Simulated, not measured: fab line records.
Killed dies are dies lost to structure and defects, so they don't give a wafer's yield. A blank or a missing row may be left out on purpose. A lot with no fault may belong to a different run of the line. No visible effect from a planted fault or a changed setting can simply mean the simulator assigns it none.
fab line records	flow sky130
record: lots: 5	wafers: 15	last-day: 50
route steps=708 shown VIA4@651 METAL5@661 PAD_OPEN@708
lots that met no fault: from a run of the same line without faults
start-h: hours from the record's first day to the start of the lot's first wafer shown	wait-h: how many hours have passed since the lot's step before this one	" as in the row above	L1.1+2: several wafers, shown together as one row	- either no value or no given start	* or withheld: withheld	< > ~ a bound
route shown NAME@n: a module of which the file shows steps, and the number in the route of the first	usual: average and standard deviation across the fault-free wafers	same: alike in all rows	chamber/n: place in a boat	sites: per-site readings	_std_site: the standard deviation of these	_edge_site: inner sites' mean taken away from outer sites' mean	radius-mm: for every site, how far away it sits from the centre of the wafer	mask NAME#n: copy n	behind: tool/chamber where the wafer was last shaped	hold: why the lot went on hold/how many hours it stayed there/how the hold came to an end	device: which transistor (n, p or np) failed to switch	end of line: tests run on the same wafers once the route is complete	where a step has no rows: the recipe by itself	killed: not the wafer's yield, but the dies lost to structure and defects at the first sort	map: per-die view of a wafer (x killed, . not killed, _ where there is no die)
set.NAME: the setting the step ran with; set.NAME@STEP: the setting that earlier step ran with	model.NAME: the simulator's own value behind a step, which no gauge read
lots seen at some steps along the route; tables by step, rows by wafer
services: from which hour (start-h, from the record's first day; less than 0 if before it) a tool's chamber was out of use, for how many hours, and why
== steps ==
step: SKY_VIA4_ETCH_12
recipe: target: SiO2	chemistry: C4F8/O2/Ar	stop-on: TiN	mask-material: NOVOLAK	source-w: 1500	bias-w: 1200	pressure-mtorr: 40	c4f8-flow-sccm: withheld	O2_flow_sccm: 6	Ar_flow_sccm: 300	time-s: withheld	target-depth-a: 5800
step: SKY_VIA4_STRIP_13
recipe: chemistry: O2/N2	power-w: 1400	pressure-mtorr: 1500	platen-temp-c: withheld	o2-flow-sccm: 3000	n2-flow-sccm: 300	overash-fraction: 0.5
usual: drypump-motor-current-A: 5.2/0.34	oes-product-au: 0.709/0.005	strip-time-to-endpoint-s: 12.80/0.03
lot.wafer	tool	chamber	start-h	wait-h	drypump-motor-current-A	oes-product-au	rf-hours-counter-h	strip-time-to-endpoint-s
L122.1	plasma-asher-01	0	1011.08	-	5.1	0.703	60	12.81
L122.4	"	1	"	"	5.0	0.706	-	12.79
L122.6	"	1	"	"	5.0	0.715	-	12.83
L125.3	plasma-asher-03	1	1034.61	-	5.3	0.703	-	12.79
L125.4	"	0	"	"	6.1	0.711	-	12.79
L125.5	"	0	"	"	6.1	0.708	-	12.78
L131.4	plasma-asher-01	1	1061.20	-	5.0	0.711	-	12.80
L131.5	"	0	"	"	5.1	0.708	-	12.78
L131.6	"	1	"	"	5.0	0.706	-	12.76
L136.3	plasma-asher-01	0	1100.85	-	5.1	0.709	-	12.80
L136.4	"	1	"	"	5.0	0.707	-	12.84
L136.5	"	1	"	"	5.0	0.711	-	12.83
L143.1	plasma-asher-02	1	1140.43	-	5.6	0.713	6	12.84
L143.2	"	0	"	"	4.9	0.709	6	12.78
L143.4	"	1	"	"	5.7	0.712	-	12.78
step: SKY_VIA4_STRIP_14
recipe: chemistry: post-etch-residue-remover	time-s: 1200	temp-c: 72.5
step: SKY_VIA4_CLEAN_15
recipe: chemistry: IPA	time-s: 180	temp-c: 25
step: SKY_VIA4_CLEAN_16
recipe: chemistry: O3/DIW	dry: n2-spin
step: SKY_VIA4_SPUTTER_17
recipe: material: TiN	target-thk-nm: 20	chamber-pressure-pa: 5	power-w: 4000	time-s: 80
usual: throttle-valve-pct: 29.6/0.81
lot.wafer	tool	chamber	start-h	wait-h	throttle-valve-pct
L122.1	pvd-sputter-04	-	1011.67	0.0	29.6
L122.4	"	-	"	"	30.5
L122.6	"	-	"	"	28.6
L125.3	pvd-sputter-02	-	1035.17	0.0	30.0
L125.4	"	-	"	"	28.3
L125.5	"	-	"	"	29.9
L131.4	pvd-sputter-02	-	1061.80	0.0	29.9
L131.5	"	-	"	"	28.6
L131.6	"	-	"	"	29.6
L136.3	pvd-sputter-03	-	1101.45	0.0	30.0
L136.4	"	-	"	"	30.3
L136.5	"	-	"	"	30.5
L143.1	pvd-sputter-02	-	1141.14	0.0	28.6
L143.2	"	-	"	"	30.0
L143.4	"	-	"	"	29.9
step: SKY_VIA4_CVD_18
recipe: material: W	target-thk-nm: 505	time-s: 152.14	temp-c: 400	pressure-torr: 40
usual: heater-power-w: 966/67
lot.wafer	tool	chamber	start-h	wait-h	heater-power-w
L122.1	cvd-w-02	1	1011.73	0.0	1015
L122.4	"	1	"	"	1017
L122.6	"	1	"	"	1005
L125.3	cvd-w-01	1	1035.28	0.1	1045
L125.4	"	0	"	"	892
L125.5	"	1	"	"	1064
L131.4	cvd-w-02	0	1061.91	0.1	921
L131.5	"	0	"	"	953
L131.6	"	1	"	"	1007
L136.3	cvd-w-01	0	1101.56	0.1	862
L136.4	"	1	"	"	1053
L136.5	"	0	"	"	856
L143.1	cvd-w-02	1	1141.20	0.0	1001
L143.2	"	0	"	"	941
L143.4	"	0	"	"	945
step: SKY_VIA4_RS_MEAS_19
recipe: thk-meas-gauge: four-point-probe	reads: W_of_VIA4_CVD_18+TiN_of_VIA4_SPUTTER_17
usual: VIA4_W_RS: 0.2262/0.0021
lot.wafer	tool	chamber	start-h	wait-h	VIA4_W_RS[ohm/sq]
L122.1	film-metro-01	-	1011.88	0.1	0.2246
L122.4	"	-	"	"	0.2232
L122.6	"	-	"	"	0.2235
L125.3	film-metro-03	-	1035.42	0.1	0.2241
L125.4	"	-	"	"	0.2256
L125.5	"	-	"	"	0.2273
L131.4	film-metro-04	-	1062.07	0.1	0.2270
L131.5	"	-	"	"	0.2258
L131.6	"	-	"	"	0.2267
L136.3	film-metro-01	-	1101.70	0.1	0.2274
L136.4	"	-	"	"	0.2279
L136.5	"	-	"	"	0.2306
L143.1	film-metro-04	-	1141.35	0.1	0.2293
L143.2	"	-	"	"	0.2295
L143.4	"	-	"	"	0.2266
step: SKY_VIA4_THK_MEAS_20
recipe: thk-meas-gauge: xrf	reads: W_of_VIA4_CVD_18
usual: VIA4_W_THK: 517/6.8
lot.wafer	tool	chamber	start-h	wait-h	VIA4_W_THK[nm]
L122.1	film-metro-01	-	1012.00	0.1	525
L122.4	"	-	"	"	528
L122.6	"	-	"	"	527
L125.3	film-metro-03	-	1035.52	0.1	527
L125.4	"	-	"	"	528
L125.5	"	-	"	"	521
L131.4	film-metro-04	-	1062.16	0.1	516
L131.5	"	-	"	"	519
L131.6	"	-	"	"	518
L136.3	film-metro-01	-	1101.80	0.1	512
L136.4	"	-	"	"	509
L136.5	"	-	"	"	501
L143.1	film-metro-04	-	1141.47	0.1	507
L143.2	"	-	"	"	508
L143.4	"	-	"	"	516
step: SKY_VIA4_CMP_21
recipe: stop-on: SiO2	t-overpolish-s: 25	down-force-psi: 3.5	platen-rpm: 60	target-thk-nm: 0	pad-velocity-m-s: 0.94248
step: SKY_METAL5_SPUTTER_00
recipe: material: Ti	target-thk-nm: 15	power-w: 3000	time-s: 10	chamber-pressure-pa: 0.4
step: SKY_METAL5_SPUTTER_01
recipe: material: TiN	target-thk-nm: 20	power-w: 6500	time-s: 16.7	chamber-pressure-pa: 0.4
usual: throttle-valve-pct: 30.1/0.94
lot.wafer	tool	chamber	start-h	wait-h	throttle-valve-pct
L122.1	pvd-sputter-02	-	1012.38	0.0	28.1
L122.4	"	-	"	"	30.0
L122.6	"	-	"	"	30.1
L125.3	pvd-sputter-01	-	1035.88	0.0	31.4
L125.4	"	-	"	"	31.9
L125.5	"	-	"	"	29.8
L131.4	pvd-sputter-01	-	1062.53	0.0	30.5
L131.5	"	-	"	"	31.2
L131.6	"	-	"	"	31.8
L136.3	pvd-sputter-02	-	1102.16	0.0	29.1
L136.4	"	-	"	"	30.1
L136.5	"	-	"	"	29.4
L143.1	pvd-sputter-03	-	1141.91	0.0	30.3
L143.2	"	-	"	"	30.1
L143.4	"	-	"	"	30.3
step: SKY_METAL5_SPUTTER_02
recipe: material: AlCu	target-thk-nm: 1150	power-w: 10600	time-s: 61.2	chamber-pressure-pa: 0.4
usual: throttle-valve-pct: 30.1/0.93
lot.wafer	tool	chamber	start-h	wait-h	throttle-valve-pct	model.AlCu_of_METAL5_SPUTTER_02.thk-nm
L122.1	pvd-sputter-02	-	1012.41	0.0	28.3	1138
L122.4	"	-	"	"	30.3	1139
L122.6	"	-	"	"	30.2	1147
L125.3	pvd-sputter-01	-	1035.91	0.0	31.4	1160
L125.4	"	-	"	"	31.7	1148
L125.5	"	-	"	"	29.9	1157
L131.4	pvd-sputter-01	-	1062.57	0.0	30.5	1219
L131.5	"	-	"	"	31.1	1137
L131.6	"	-	"	"	31.4	1130
L136.3	pvd-sputter-02	-	1102.19	0.0	29.3	1157
L136.4	"	-	"	"	30.2	1156
L136.5	"	-	"	"	29.3	1165
L143.1	pvd-sputter-03	-	1141.94	0.0	30.2	1165
L143.2	"	-	"	"	29.8	1159
L143.4	"	-	"	"	30.0	1162
step: SKY_METAL5_SPUTTER_03
recipe: material: Ti	target-thk-nm: 5	power-w: 3000	time-s: 3.3	chamber-pressure-pa: 0.4
step: SKY_METAL5_SPUTTER_04
recipe: material: TiN	target-thk-nm: 70	power-w: 6500	time-s: 58.3	chamber-pressure-pa: 0.4
step: SKY_METAL5_RS_MEAS_05
recipe: thk-meas-gauge: four-point-probe	reads: TiN_of_METAL5_SPUTTER_04+Ti_of_METAL5_SPUTTER_03+AlCu_of_METAL5_SPUTTER_02+TiN_of_METAL5_SPUTTER_01+Ti_of_METAL5_SPUTTER_00
usual: METAL5_ALCU_RS: 0.02706/0.00023
lot.wafer	tool	chamber	start-h	wait-h	METAL5_ALCU_RS[ohm/sq]
L122.1	film-metro-02	-	1012.53	0.0	0.02732
L122.4	"	-	"	"	0.02731
L122.6	"	-	"	"	0.02715
L125.3	film-metro-02	-	1036.07	0.1	0.02684
L125.4	"	-	"	"	0.02713
L125.5	"	-	"	"	0.02696
L131.4	film-metro-01	-	1062.72	0.1	0.02551
L131.5	"	-	"	"	0.0275
L131.6	"	-	"	"	0.0275
L136.3	film-metro-03	-	1102.35	0.1	0.02684
L136.4	"	-	"	"	0.02694
L136.5	"	-	"	"	0.02669
L143.1	film-metro-01	-	1142.06	0.0	0.02667
L143.2	"	-	"	"	0.02694
L143.4	"	-	"	"	0.02677
step: SKY_METAL5_THK_MEAS_06
recipe: thk-meas-gauge: xrf	reads: AlCu_of_METAL5_SPUTTER_02
usual: METAL5_ALCU_THK: 1172/12
lot.wafer	tool	chamber	start-h	wait-h	METAL5_ALCU_THK[nm]
L122.1	film-metro-02	-	1012.65	0.1	1159
L122.4	"	-	"	"	1164
L122.6	"	-	"	"	1170
L125.3	film-metro-02	-	1036.17	0.1	1178
L125.4	"	-	"	"	1167
L125.5	"	-	"	"	1168
L131.4	film-metro-01	-	1062.81	0.1	1248
L131.5	"	-	"	"	1160
L131.6	"	-	"	"	1151
L136.3	film-metro-03	-	1102.45	0.1	1174
L136.4	"	-	"	"	1177
L136.5	"	-	"	"	1181
L143.1	film-metro-01	-	1142.18	0.1	1195
L143.2	"	-	"	"	1189
L143.4	"	-	"	"	1192
step: SKY_METAL5_DEHYDRATE_07
recipe: temp-c: 200	time-s: 60
step: SKY_METAL5_HMDS_08
recipe: prime-time-s: 60	prime-temp-c: 120
step: SKY_METAL5_COAT_09
recipe: resist: NOVOLAK	spin-rpm: 3000	resist-thk-nm: 1800
step: SKY_METAL5_SOFTBAKE_10
recipe: temp-c: 90	time-s: 60	resist: NOVOLAK
step: SKY_METAL5_EXPOSE_11
recipe: mask-id: MM5	na: 0.6	source-shape: conventional	sigma-outer: 0.6	polarization: unpolarized	target-cd-nm: 1600	dose-mj: 190
step: SKY_METAL5_PEB_12
recipe: temp-c: withheld	time-s: *	resist: NOVOLAK
step: SKY_METAL5_DEVELOP_13
recipe: resist: NOVOLAK	developer: TMAH	develop-time-s: 60	dev-temp-c: 23
step: SKY_METAL5_DESCUM_14
recipe: chemistry: O2	source-power-w: 150	bias-power-w: 0	pressure-mtorr: 10	temp-c: 40	time-s: 11
usual: drypump-motor-current-A: 5.9/0.35	he-backside-leak-sccm: 3.35/0.22	oes-product-au: 0.994/0.0076	temp-c: 39.98/0.12
lot.wafer	tool	chamber	start-h	wait-h	drypump-motor-current-A	he-backside-leak-sccm	oes-product-au	rf-hours-counter-h	temp-c
L122.1	rie-metal-03	1	1034.57	0.1	5.5	3.35	0.997	20	40.16
L122.4	"	0	"	"	5.5	3.57	0.991	-	40.05
L122.6	"	1	"	"	5.5	3.40	0.991	-	40.02
L125.3	rie-metal-02	0	1057.70	0.1	6.2	3.39	0.991	-	39.83
L125.4	"	0	"	"	6.2	3.31	1.001	-	40.04
L125.5	"	0	"	"	6.2	3.07	0.986	-	39.93
L131.4	rie-metal-03	0	1084.98	0.1	5.5	3.47	0.990	-	40.14
L131.5	"	1	"	"	5.5	3.46	0.992	-	40.18
L131.6	"	0	"	"	5.4	3.40	0.984	-	40.18
L136.3	rie-metal-03	0	1122.24	0.1	5.5	3.53	0.989	-	39.93
L136.4	"	1	"	"	5.5	3.50	0.992	-	40.02
L136.5	"	1	"	"	5.4	3.54	0.998	-	40.05
L143.1	rie-metal-03	0	1159.63	0.1	5.5	3.76	0.979	19	40.02
L143.2	"	0	"	"	5.5	3.59	0.982	-	40.10
L143.4	"	0	"	"	5.5	3.48	0.988	-	40.27
step: SKY_METAL5_METAL_ETCH_15
recipe: target-depth-a: 12600	stop-on: SiO2	over-etch-frac: 0.2	time-s: 252	chemistry: Cl2/BCl3	resist-sidewall-deg: 86	pressure-mtorr: 10	icp-w: 900	bias-w: 48.5	Cl2_flow_sccm: 60	bcl3-flow-sccm: 30
usual: drypump-motor-current-A: 5.9/0.34	he-backside-leak-sccm: 3.33/0.21	oes-product-au: 0.894/0.0049	throttle-valve-pct: 22.264/0.0088
lot.wafer	tool	chamber	start-h	wait-h	drypump-motor-current-A	he-backside-leak-sccm	oes-product-au	rf-hours-counter-h	throttle-valve-pct
L122.1	rie-metal-03	1	1034.60	0.0	5.5	3.24	0.896	20	22.260
L122.4	"	0	"	"	5.5	3.53	0.900	-	22.264
L122.6	"	1	"	"	5.5	3.36	0.899	-	22.260
L125.3	rie-metal-02	0	1057.90	0.2	6.2	3.36	0.895	-	22.271
L125.4	"	0	"	"	6.2	3.30	0.898	-	22.271
L125.5	"	0	"	"	6.2	3.53	0.896	-	22.259
L131.4	rie-metal-03	0	1085.08	0.1	5.5	3.54	0.909	-	22.260
L131.5	"	1	"	"	5.4	3.61	0.900	-	22.271
L131.6	"	0	"	"	5.5	3.65	0.885	-	22.253
L136.3	rie-metal-03	0	1122.34	0.1	5.5	3.50	0.906	-	22.262
L136.4	"	1	"	"	5.5	3.43	0.900	-	22.245
L136.5	"	1	"	"	5.5	3.47	0.900	-	22.260
L143.1	rie-metal-03	0	1159.70	0.1	5.5	3.62	0.899	19	22.283
L143.2	"	0	"	"	5.5	3.79	0.894	-	22.285
L143.4	"	0	"	"	5.5	3.57	0.880	-	22.270
step: SKY_METAL5_STRIP_16
recipe: chemistry: O2/N2	power-w: 1400	pressure-mtorr: 1500	platen-temp-c: withheld	o2-flow-sccm: 3000	n2-flow-sccm: 300	overash-fraction: 0.5
step: SKY_PAD_OPEN_PROBE_99
usual: defect-limited-yield: 82.4/2.1	killed_at_M0_to_M3: 44/7.3	killed_at_M4_up: 3.0/1.9	killed-at-contacts: 24/5	killed-at-front-end: 16/4.5	killed-at-other: 0.3/0.46	killed-dies: 87/10	killed-open: 47/8.3	killed-short: 39/6.4	sort_bin_3_pad_short: 0.8/0.43	sort_bin_5_function: 10.5/1.6	sort_bin_6_memory: 6.3/1.1	sort-n-pass: 405/10	sort-yield-pct: 82.4/2.1
same: gross-dies: 492	killed-at-back-side: 0	sort_bin_4_leakage[%]: 0	sort_bin_8_speed[%]: 0
lot.wafer	tool	chamber	start-h	wait-h	defect-limited-yield[%]	killed_at_M0_to_M3	killed_at_M4_up	killed-at-contacts	killed-at-front-end	killed-at-other	killed-dies	killed-open	killed-short	sort_bin_3_pad_short[%]	sort_bin_5_function[%]	sort_bin_6_memory[%]	sort-n-pass	sort-yield-pct[%]	model.etest.met5.rs-ohm-sq	model.etest.met5.line-ohm-um
L122.1	prober-02	-	1082.79	0.1	81.1	41	3	26	22	1	93	55	38	0.8	10.4	7.7	399	81.1	0.02738	0.01708
L122.4	prober-02	-	1082.94	0.2	82.1	32	3	30	23	0	88	51	37	0.4	11.0	6.5	404	82.1	0.02736	0.01705
L122.6	prober-02	-	1083.04	0.2	84.1	41	4	21	12	0	78	43	35	0.8	11.2	3.9	414	84.1	0.02716	0.01693
L125.3	prober-01	-	1102.83	0.2	78.7	56	2	27	20	0	105	66	39	1.8	12.0	7.5	387	78.7	0.02694	0.01684
L125.4	prober-01	-	1102.88	0.2	80.1	50	4	23	21	0	98	62	36	1.6	12.4	5.9	394	80.1	0.02739	0.01713
L125.5	prober-01	-	1102.93	0.2	77.4	58	8	24	21	0	111	66	45	0.6	14.4	7.5	381	77.4	0.02678	0.01674
L131.4	prober-01	-	1127.25	0.2	77.6	54	5	22	29	0	110	58	52	1.8	13.2	7.3	382	77.6	0.02547	0.0159
L131.5	prober-01	-	1127.30	0.2	80.1	45	3	34	16	0	98	52	46	0.4	14.4	5.1	394	80.1	0.02744	0.0171
L131.6	prober-01	-	1127.35	0.2	80.7	50	1	23	21	0	95	63	32	1.2	10.8	7.3	397	80.7	0.02783	0.01738
L136.3	prober-02	-	1162.85	0.2	81.3	45	6	23	18	0	92	52	40	1.2	11.2	6.3	400	81.3	0.02706	0.0169
L136.4	prober-02	-	1162.90	0.2	83.5	41	5	23	12	0	81	43	38	0.6	10.6	5.3	411	83.5	0.02711	0.0169
L136.5	prober-02	-	1162.95	0.2	85.0	43	1	16	13	1	74	33	41	0.6	9.6	4.9	418	85.0	0.02717	0.01689
L143.1	prober-01	-	1195.69	0.1	83.1	41	4	26	12	0	83	38	45	1.2	10.4	5.3	409	83.1	0.02675	0.01666
L143.2	prober-01	-	1195.74	0.1	82.5	33	7	30	16	0	86	43	43	1.0	11.6	4.9	406	82.5	0.02707	0.01692
L143.4	prober-01	-	1195.84	0.2	83.5	39	4	18	19	1	81	46	35	0.6	9.6	6.3	411	83.5	0.02688	0.01683
killed by level:class
L122.1 LI_CONTACT:geometric-particle:open=9 CONTACT:geometric-particle:open=9 VIA2:geometric-particle:open=8 POLY_GATE:geometric-particle:open=6 VIA3:geometric-particle:open=6 VIA1:geometric-particle:open=6 FIELD_ISO:geometric-particle:open=5 CONTACT:geometric-particle:short=5
L122.4 LI_CONTACT:geometric-particle:open=11 CONTACT:geometric-particle:open=9 VIA3:geometric-particle:open=8 POLY_GATE:geometric-particle:short=7 VIA1:geometric-particle:open=5 CONTACT:geometric-particle:short=5 POLY_GATE:geometric-particle:open=4 METAL1:geometric-particle:short=4
L122.6 VIA1:geometric-particle:open=10 LI_CONTACT:geometric-particle:open=7 CONTACT:geometric-particle:open=7 VIA3:geometric-particle:open=6 VIA3:geometric-particle:short=5 METAL1:geometric-particle:short=4 METAL2:geometric-particle:short=4 VIA2:geometric-particle:open=4
L125.3 CONTACT:geometric-particle:open=14 VIA1:geometric-particle:open=12 VIA3:geometric-particle:open=10 FIELD_ISO:geometric-particle:open=8 LI_CONTACT:geometric-particle:open=6 VIA1:geometric-particle:short=6 VIA2:geometric-particle:open=5 FIELD_ISO:geometric-particle:short=5
L125.4 VIA1:geometric-particle:open=12 CONTACT:geometric-particle:open=10 VIA3:geometric-particle:open=8 FIELD_ISO:geometric-particle:open=7 LI_CONTACT:geometric-particle:open=7 VIA3:geometric-particle:short=6 VIA1:geometric-particle:short=5 VIA2:geometric-particle:open=5
L125.5 VIA3:geometric-particle:open=12 CONTACT:geometric-particle:open=12 VIA1:geometric-particle:open=11 VIA1:geometric-particle:short=8 POLY_GATE:geometric-particle:open=7 VIA2:geometric-particle:open=7 VIA3:geometric-particle:short=6 LI_CONTACT:geometric-particle:open=5
L131.4 VIA1:geometric-particle:open=11 FIELD_ISO:geometric-particle:open=9 METAL3:geometric-particle:short=9 LI_CONTACT:geometric-particle:open=8 POLY_GATE:geometric-particle:short=7 CONTACT:geometric-particle:open=7 METAL1:geometric-particle:short=6 VIA2:geometric-particle:open=6
L131.5 CONTACT:geometric-particle:open=14 VIA1:geometric-particle:open=10 LI_CONTACT:geometric-particle:open=7 CONTACT:geometric-particle:short=7 VIA1:geometric-particle:short=7 VIA2:geometric-particle:open=6 FIELD_ISO:geometric-particle:short=5 FIELD_ISO:geometric-particle:open=4
L131.6 VIA1:geometric-particle:open=11 CONTACT:geometric-particle:open=10 VIA2:geometric-particle:open=9 FIELD_ISO:geometric-particle:open=8 VIA3:geometric-particle:open=8 FIELD_ISO:geometric-particle:short=5 LI_CONTACT:geometric-particle:open=5 METAL3:geometric-particle:short=5
L136.3 VIA1:geometric-particle:open=12 CONTACT:geometric-particle:open=9 VIA3:geometric-particle:open=7 FIELD_ISO:geometric-particle:open=6 VIA2:geometric-particle:open=6 METAL2:geometric-particle:short=6 LI_CONTACT:geometric-particle:open=5 FIELD_ISO:geometric-particle:short=4
L136.4 METAL1:geometric-particle:short=10 CONTACT:geometric-particle:open=9 VIA3:geometric-particle:open=8 VIA1:geometric-particle:open=6 LI_CONTACT:geometric-particle:open=6 FIELD_ISO:geometric-particle:open=5 METAL4:geometric-particle:short=4 VIA2:geometric-particle:short=4
L136.5 VIA1:geometric-particle:open=10 METAL1:geometric-particle:short=8 LI_CONTACT:geometric-particle:open=7 FIELD_ISO:geometric-particle:short=4 FIELD_ISO:geometric-particle:open=4 LI_CONTACT:geometric-particle:short=4 VIA2:geometric-particle:open=4 VIA3:geometric-particle:short=4
L143.1 CONTACT:geometric-particle:open=11 METAL1:geometric-particle:short=7 VIA2:geometric-particle:open=6 VIA1:geometric-particle:open=6 CONTACT:geometric-particle:short=6 FIELD_ISO:geometric-particle:short=5 VIA3:geometric-particle:short=5 VIA3:geometric-particle:open=5
L143.2 CONTACT:geometric-particle:open=9 VIA1:geometric-particle:open=8 CONTACT:geometric-particle:short=8 LI_CONTACT:geometric-particle:open=7 VIA3:geometric-particle:open=7 POLY_GATE:geometric-particle:short=6 METAL4:geometric-particle:short=6 LI_CONTACT:geometric-particle:short=5
L143.4 VIA1:geometric-particle:open=10 CONTACT:geometric-particle:open=9 METAL1:geometric-particle:short=8 FIELD_ISO:geometric-particle:open=7 POLY_GATE:geometric-particle:open=4 METAL2:geometric-particle:short=4 VIA1:geometric-particle:short=4 VIA2:geometric-particle:open=4
== services ==
tool	chamber	start-h	hours	kind
rie-metal-02	0	1000.76	2.1	repair
rie-metal-02	1	1002.37	5.3	repair
plasma-asher-03	-	1006.89	6.4	repair
cvd-w-01	-	1008.04	6.9	pm
plasma-asher-01	-	1012.34	2.8	pm
plasma-asher-03	-	1013.32	2.8	pm
cvd-w-01	-	1015.93	2.8	pm
plasma-asher-03	-	1017.33	1.6	repair
plasma-asher-03	-	1018.53	10.4	repair
pvd-sputter-04	-	1032.28	4.2	repair
pvd-sputter-01	-	1036.32	1.5	repair
rie-metal-02	1	1039.03	55.6	repair
plasma-asher-03	-	1040.47	14.6	pm
plasma-asher-02	-	1045.63	14.6	pm
rie-metal-03	-	1052.97	0.3	repair
plasma-asher-02	-	1060.23	9.0	pm
pvd-sputter-03	-	1061.05	2.2	repair
cvd-w-02	-	1064.33	0.7	repair
rie-metal-02	0	1087.64	10.5	repair
rie-metal-02	-	1103.74	0.8	repair
rie-metal-02	-	1124.55	1.8	repair
pvd-sputter-01	-	1126.52	2.0	repair
cvd-w-02	-	1127.97	6.0	pm
cvd-w-02	-	1147.14	0.8	repair
== key ==
first-sign: step: SKY_METAL5_RS_MEAS_05	reading: METAL5_ALCU_RS	direction: down	sigmas: 6.6	usual: 0.02706	struck: 0.02551
effect: step: SKY_METAL5_THK_MEAS_06	reading: METAL5_ALCU_THK	direction: up	sigmas: 6.2	usual: 1172	struck: 1248
effect: step: SKY_METAL5_METAL_ETCH_15	reading: oes-product-au	direction: up	sigmas: 3.2	usual: 0.894	struck: 0.909
model-effect: step: SKY_METAL5_SPUTTER_02	value: AlCu_of_METAL5_SPUTTER_02.thk-nm	without: 1142	struck: 1219
model-effect: step: SKY_PAD_OPEN_PROBE_99	value: etest.met5.rs-ohm-sq	without: 0.02721	struck: 0.02547
met-at SKY_METAL5_SPUTTER_02
struck-wafers L131.4
fault: kind: process-parameter-drift	tool: pvd-sputter-01	chamber: -	onset-h: 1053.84	steps: SKY_METAL5_SPUTTER_02	channel: target-thk-nm	offset: 77.087	shape: step	end-h: 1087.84	acts-in: these-recipes-only	stated: 1150	scope: struck-wafers-only
